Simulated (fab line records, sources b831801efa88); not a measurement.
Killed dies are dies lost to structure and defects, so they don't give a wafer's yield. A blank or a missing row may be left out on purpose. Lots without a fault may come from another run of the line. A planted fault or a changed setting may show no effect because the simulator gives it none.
Which tool did it? | flow sky130 | 11 lots, 33 wafers sampled, at 6 steps of a route of 708

WHAT THE GAUGES READ, wafer by wafer
SKY_LDD_HVP_OVL_MEAS_07.
lot  | measured     | on         | LDD_HVP_OVL (nm)
L168 | day 21 20:35 | overlay-02 | 0.8 -3.3 -1.1
L171 | day 23 08:30 | overlay-01 | 0.4 -2.9 -0.9
L172 | day 23 22:20 | overlay-01 | -0.6 -0.9 0.5
L173 | day 23 23:59 | overlay-02 | -2.2 -0.5 -0.7
L174 | day 24 07:44 | overlay-02 | -1.4 -1.4 -0.1
L175 | day 24 22:24 | overlay-01 | -1.4 0.9 0.9
L176 | day 25 10:38 | overlay-01 | -2.9 -1.7 -1.7
L177 | day 25 15:22 | overlay-02 | -0.3 -0.7 1.4
L179 | day 26 17:18 | overlay-02 | 0.6 0.2 -0.7
L184 | day 28 06:00 | overlay-01 | - - -
L191 | day 30 14:06 | overlay-02 | 1.1 -2.2 -1.5

SKY_LDD_HVP_TW_MEAS_10.
lot  | measured     | on            | LDD_HVP_TW
L168 | day 21 20:53 | film_metro-04 | 458 457 456
L171 | day 23 08:47 | film_metro-04 | 457 461 459
L172 | day 23 22:38 | film_metro-03 | 448 448 451
L173 | day 24 00:16 | film_metro-04 | 458 454 455
L174 | day 24 08:02 | film_metro-02 | 451 451 451
L175 | day 24 22:41 | film_metro-04 | 456 456 457
L176 | day 25 10:55 | film_metro-03 | 448 444 449
L177 | day 25 15:39 | film_metro-03 | 450 446 450
L179 | day 26 17:35 | film_metro-02 | 447 447 448
L184 | day 28 06:17 | film_metro-02 | 30 30 30 30 30 30
L191 | day 30 14:24 | film_metro-03 | 448 447 449

SKY_LOCAL_INTERCONNECT_RS_MEAS_01: measures by four-point-probe.
lot  | measured     | on            | LOCAL_INTERCONNECT_TIN_RS (ohm/sq)
L168 | day 29 11:13 | film_metro-02 | 14.03 14.06 13.78
L171 | day 30 18:52 | film_metro-02 | 14.12 13.95 14.07
L172 | day 31 08:36 | film_metro-04 | 14.18 14.17 14.01
L173 | day 31 09:43 | film_metro-03 | 14.32 14.51 14.31
L174 | day 31 19:37 | film_metro-04 | 14.17 14.16 14.28
L175 | day 32 05:53 | film_metro-04 | 14.01 14.00 13.90
L176 | day 32 18:17 | film_metro-04 | 14.16 14.09 14.17
L177 | day 33 00:28 | film_metro-02 | 14.43 14.37 14.30
L179 | day 33 19:50 | film_metro-04 | 14.23 14.22 14.16
L191 | day 37 05:40 | film_metro-03 | 14.27 14.37 14.28

SKY_CONTACT_CD_MEAS_14: target cd 170 nm.
lot  | measured     | on        | cd_nm (nm)
L168 | day 31 20:05 | cd_sem-02 | 168.5 168.4 169.1
L171 | day 33 01:53 | cd_sem-02 | 168.8 168.1 166.7
L172 | day 33 14:48 | cd_sem-02 | 169.8 169.9 169.9
L173 | day 33 15:41 | cd_sem-01 | 173.1 171.4 171.9
L174 | day 33 23:59 | cd_sem-01 | 167.3 166.2 166.8
L175 | day 34 10:15 | cd_sem-01 | 170.4 168.3 168.5
L176 | day 34 20:38 | cd_sem-02 | 171.7 171.6 171.3
L177 | day 35 02:41 | cd_sem-01 | 167.8 169.1 168.5
L179 | day 35 21:34 | cd_sem-01 | 171.0 170.8 170.1
L191 | day 39 08:26 | cd_sem-02 | 167.8 166.9 167.1

WHICH TOOL RAN EACH LOT (tool, then ch and the chambers of the sampled wafers, then the start)
lot  | SKY_LDD_HVP_EXPOSE_04               | SKY_LI_CONTACT_STRIP_16
L168 | iline_stepper-02 ch 0, day 21 05:17 | plasma_asher-04 ch 0,1, day 29 10:07
L171 | iline_stepper-01 ch 0, day 22 17:53 | plasma_asher-01 ch 0,1, day 30 17:46
L172 | iline_stepper-02 ch 0, day 23 07:37 | plasma_asher-01 ch 0,1, day 31 07:29
L173 | iline_stepper-02 ch 0, day 23 09:23 | plasma_asher-01 ch 0,1, day 31 08:37
L174 | iline_stepper-01 ch 0, day 23 17:46 | plasma_asher-04 ch 0,1, day 31 18:31
L175 | iline_stepper-02 ch 0, day 24 07:23 | plasma_asher-01 ch 0,1, day 32 04:46
L176 | iline_stepper-02 ch 0, day 24 20:26 | plasma_asher-02 ch 0,1, day 32 17:11
L177 | iline_stepper-01 ch 0, day 25 01:12 | plasma_asher-01 ch 0,1, day 32 23:21
L179 | iline_stepper-02 ch 0, day 26 03:11 | plasma_asher-04 ch 0,1, day 33 18:34
L184 | iline_stepper-02 ch 0, day 27 16:36 | -
L191 | iline_stepper-02 ch 0, day 30 00:56 | plasma_asher-02 ch 0,1, day 37 04:34
- SKY_LDD_HVP_EXPOSE_04: exposes mask HVPTM, target cd 700 nm.
- SKY_LI_CONTACT_STRIP_16: strips in O2/N2.

WHAT THE TOOLS THEMSELVES READ (means of the sampled wafers that have a number; where no wafer has one, the mark that the record gives instead)
SKY_LDD_HVP_EXPOSE_04.
lot  | tool             | exposure_dose_mJ_cm2
L168 | iline_stepper-02 | 85.98
L171 | iline_stepper-01 | 85.99
L172 | iline_stepper-02 | 85.81
L173 | iline_stepper-02 | 86.10
L174 | iline_stepper-01 | 86.06
L175 | iline_stepper-02 | 86.00
L176 | iline_stepper-02 | 85.91
L177 | iline_stepper-01 | 86.02
L179 | iline_stepper-02 | 86.00
L184 | iline_stepper-02 | 85.99
L191 | iline_stepper-02 | 86.04

SKY_LI_CONTACT_STRIP_16.
lot  | tool            | drypump_motor_current_A (A) | oes_product_au (a.u.) | strip_time_to_endpoint_s (s)
L168 | plasma_asher-04 | 5.4                         | 0.375                 | 3.51
L171 | plasma_asher-01 | 5.6                         | 0.378                 | 3.48
L172 | plasma_asher-01 | 5.4                         | 0.373                 | 3.48
L173 | plasma_asher-01 | 5.6                         | 0.371                 | 3.49
L174 | plasma_asher-04 | 5.1                         | 0.375                 | 3.48
L175 | plasma_asher-01 | 5.6                         | 0.381                 | 3.52
L176 | plasma_asher-02 | 5.9                         | 0.376                 | 3.49
L177 | plasma_asher-01 | 5.6                         | 0.374                 | 3.47
L179 | plasma_asher-04 | 5.4                         | 0.378                 | 3.51
L191 | plasma_asher-02 | 5.9                         | 0.378                 | 3.51

THE ANSWER, worked out from the rows above alone
Rule: what is usual is taken from the lots themselves. Put in order of their means at a reading, lots are off if they are a third of the lots or fewer, leave a main group of 4 or more, and stand apart from it by a gap of 3 or more times the standard deviation of the main group's means; of several such gaps the widest counts. A main group whose means are all the same, to the digits that the tables above print for the reading, isn't used. A lot without any number at a reading at which 4 lots or more have one is off too. The other lots that the step has rows for count as sound. The gauges are gone through in route order, then the tools' own readings, and for those a lot's mean is taken as printed above. The first step at which some lot is off is used, and at that step the reading that is off furthest; a lot without a number counts as furthest.
Off: L184, at SKY_LDD_HVP_OVL_MEAS_07 (LDD_HVP_OVL). Without a number there: L184. The main group: mean -0.7 nm, standard deviation 0.69.
A tool fits if, at a process step before that reading, it ran every lot that is off, and no sound lot after the first of them. The gauges at SKY_LDD_HVP_OVL_MEAS_07 aren't tried: what is off there is off at SKY_LDD_HVP_TW_MEAS_10 too, on other tools, and a gauge's error can't cause that. None of those tried fits.

WHAT THE SIMULATOR HAD PUT IN
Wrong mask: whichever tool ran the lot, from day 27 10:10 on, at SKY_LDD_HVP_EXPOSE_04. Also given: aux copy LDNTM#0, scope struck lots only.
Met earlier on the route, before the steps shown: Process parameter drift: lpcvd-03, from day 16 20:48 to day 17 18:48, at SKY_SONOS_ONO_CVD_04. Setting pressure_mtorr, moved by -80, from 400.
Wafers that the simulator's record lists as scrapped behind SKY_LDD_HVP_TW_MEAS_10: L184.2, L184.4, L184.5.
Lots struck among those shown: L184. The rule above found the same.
